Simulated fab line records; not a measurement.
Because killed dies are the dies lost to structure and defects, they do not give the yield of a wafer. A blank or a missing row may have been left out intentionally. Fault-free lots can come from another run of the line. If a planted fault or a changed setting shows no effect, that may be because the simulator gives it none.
What tool caused it?	flow sky130	Sampling: 13 lots, 39 wafers, 5 of 708 route steps

== WHAT THE GAUGES READ, wafer by wafer ==
SKY_NWELL_RS_MEAS_29: a four-point-probe measurement. Usual: NWELL_RS typically reads 625.5 ohm/sq, with standard deviation 1.6.
lot	measured	on	NWELL_RS (ohm/sq)	flag
L867	day 5 22:08	film_metro-01	622.4 622.7 623.5	
L868	day 6 05:06	film_metro-04	627.6 626.4 628.4	
L869	day 6 14:26	film_metro-04	624.4 625.1 625.5	
L870	day 6 19:27	film_metro-04	625.4 623.9 625.1	
L872	day 7 05:35	film_metro-01	627.1 626.9 625.8	
L873	day 7 15:31	film_metro-02	626.5 628.8 628.2	
L874	day 7 18:11	film_metro-02	628.8 627.2 628.0	
L875	day 7 22:22	film_metro-02	624.6 623.6 625.1	
L883	day 10 06:34	film_metro-01	628.0 625.9 625.1	
L885	day 10 15:22	film_metro-01	624.6 623.2 625.2	
L884	day 10 15:41	film_metro-02	626.7 626.4 627.3	
L886	day 11 00:20	film_metro-01	624.5 621.7 625.9	
L887	day 11 07:14	film_metro-04	623.2 623.6 625.3	

SKY_VT_ADJUST_HVTR_CD_MEAS_07: the cd target is 380 nm. Usual: cd_nm reads 380.2 nm (standard deviation 2.6).
lot	measured	on	cd_nm (nm)	flag
L867	day 10 02:49	cd_sem-02	381.1 385.1 382.2	
L868	day 10 10:30	cd_sem-02	383.0 381.0 378.5	
L869	day 11 00:05	cd_sem-01	377.9 378.3 378.4	
L870	day 11 04:26	cd_sem-02	381.9 377.6 381.1	
L872	day 11 17:27	cd_sem-01	378.5 377.4 376.1	
L873	day 12 04:37	cd_sem-02	380.1 380.3 380.4	
L874	day 12 08:50	cd_sem-02	383.2 380.5 383.0	
L875	day 12 13:49	cd_sem-02	380.9 380.7 382.2	
L883	day 15 13:57	cd_sem-02	377.0 373.2 376.8	
L885	day 15 19:28	cd_sem-02	375.4 376.3 375.9	
L884	day 15 21:05	cd_sem-01	374.5 376.7 374.3	
L886	day 16 07:55	cd_sem-01	379.9 380.0 379.3	
L887	day 16 17:56	cd_sem-02	380.1 378.1 380.0	

SKY_SONOS_TUNNEL_OVL_MEAS_08. Usual: SONOS_TUNNEL_OVL typically reads -0.1 nm, with standard deviation 1.4.
lot	measured	on	SONOS_TUNNEL_OVL (nm)	flag
L867	day 12 01:20	overlay-02	-0.4 0.6 1.5	
L868	day 12 08:38	overlay-02	-1.0 -2.4 -2.1	
L869	day 12 23:26	overlay-01	0.6 3.0 2.5	
L870	day 13 05:05	overlay-02	0.8 0.8 0.1	
L872	day 13 18:50	overlay-01	-0.6 -1.0 -0.6	
L873	day 14 07:47	overlay-01	-0.4 1.1 -1.1	
L874	day 14 11:41	overlay-02	-0.6 1.7 -1.0	
L875	day 14 17:19	overlay-02	1.6 -0.6 -0.8	
L883	day 18 00:50	overlay-02	1.1 1.4 0.9	
L885	day 18 06:50	overlay-01	-0.3 -1.8 -2.1	
L884	day 18 07:47	overlay-02	0.1 0.6 0.4	
L886	day 18 19:44	overlay-02	-0.5 -2.2 -2.6	
L887	day 19 08:53	overlay-02	-0.9 0.7 -1.0	

SKY_SONOS_ONO_THK_MEAS_05. Usual: SONOS_ONO_CVD_04_THK typically reads 5.64 nm, with standard deviation 0.11.
lot	measured	on	SONOS_ONO_CVD_04_THK (nm)	flag
L867	day 12 10:16	film_metro-01	5.55 5.65 5.62	
L868	day 12 14:39	film_metro-03	5.71 5.71 5.77	
L869	day 13 06:30	film_metro-01	5.62 5.55 5.57	
L870	day 13 09:44	film_metro-03	5.64 5.68 5.63	
L872	day 14 01:53	film_metro-02	5.61 5.70 5.66	
L873	day 14 17:07	film_metro-02	6.80 6.80 6.86	OFF
L874	day 14 18:59	film_metro-02	6.90 6.82 6.83	OFF
L875	day 14 22:57	film_metro-02	6.80 6.83 6.97	OFF
L883	day 18 07:29	film_metro-03	5.56 5.68 5.66	
L885	day 18 13:43	film_metro-03	5.78 5.70 5.78	
L884	day 18 16:07	film_metro-02	5.59 5.60 5.55	
L886	day 19 01:06	film_metro-01	5.57 5.51 5.62	
L887	day 19 15:56	film_metro-03	5.85 5.94 5.88	

== EACH LOT AND THE TOOL THAT RAN IT (in order: tool; ch and the chambers of the sampled wafers; start) ==
lot	SKY_SONOS_ONO_CVD_04
L867	lpcvd-03 ch 1, day 12 09:01
L868	lpcvd-03 ch 0, day 12 12:46
L869	lpcvd-03 ch 1, day 13 05:14
L870	lpcvd-03 ch 0, day 13 08:28
L872	lpcvd-03 ch 0, day 14 00:37
L873	lpcvd-03 ch 1, day 14 15:13
L874	lpcvd-03 ch 0, day 14 17:05
L875	lpcvd-03 ch 1, day 14 21:05
L883	lpcvd-03 ch 0, day 18 06:14
L885	lpcvd-03 ch 1, day 18 12:27
L884	lpcvd-03 ch 1, day 18 14:52
L886	lpcvd-03 ch 1, day 18 23:50
L887	lpcvd-03 ch 0, day 19 14:40
- SKY_SONOS_ONO_CVD_04: deposits SiO2 from SiH4/N2O, target thk 5.7199 nm.

== AS READ BY THE TOOLS THEMSELVES (means over the sampled wafers that have a number; for cases with no such wafer, the mark the record gives instead) ==
SKY_SONOS_ONO_CVD_04. Usual: susceptor_temp_C reads 900.0 C (standard deviation 0.4).
lot	tool	susceptor_temp_C (C)	flag
L867	lpcvd-03	899.8	
L868	lpcvd-03	900.1	
L869	lpcvd-03	900.2	
L870	lpcvd-03	899.9	
L872	lpcvd-03	899.6	
L873	lpcvd-03	900.1	
L874	lpcvd-03	899.8	
L875	lpcvd-03	900.0	
L883	lpcvd-03	899.8	
L885	lpcvd-03	900.3	
L884	lpcvd-03	900.1	
L886	lpcvd-03	900.4	
L887	lpcvd-03	900.1	

== THE ANSWER, worked out from the rows above alone ==
Rule: a lot is off if the mean of its wafers that have a number lies more than 3 standard deviations from the usual mean. A lot without any number at a reading at which 4 lots or more have one is off too. All remaining lots with rows at the step are treated as sound. The gauges are gone through in route order, then the tools' own readings, and for those a lot's mean is taken as printed above. The first step at which some lot is off is used, and at that step the reading that is off furthest; a lot without a number counts as furthest.
Off: L873, L874, L875, seen at SKY_SONOS_ONO_THK_MEAS_05 (SONOS_ONO_CVD_04_THK).
A tool fits if, at a process step before that reading, it ran every lot that is off, and no sound lot after the first of them. Those tools and the gauges at SKY_SONOS_ONO_THK_MEAS_05 are tried in the same way. Of those tried, none fits.

== WHAT THE SIMULATOR PUT IN ==
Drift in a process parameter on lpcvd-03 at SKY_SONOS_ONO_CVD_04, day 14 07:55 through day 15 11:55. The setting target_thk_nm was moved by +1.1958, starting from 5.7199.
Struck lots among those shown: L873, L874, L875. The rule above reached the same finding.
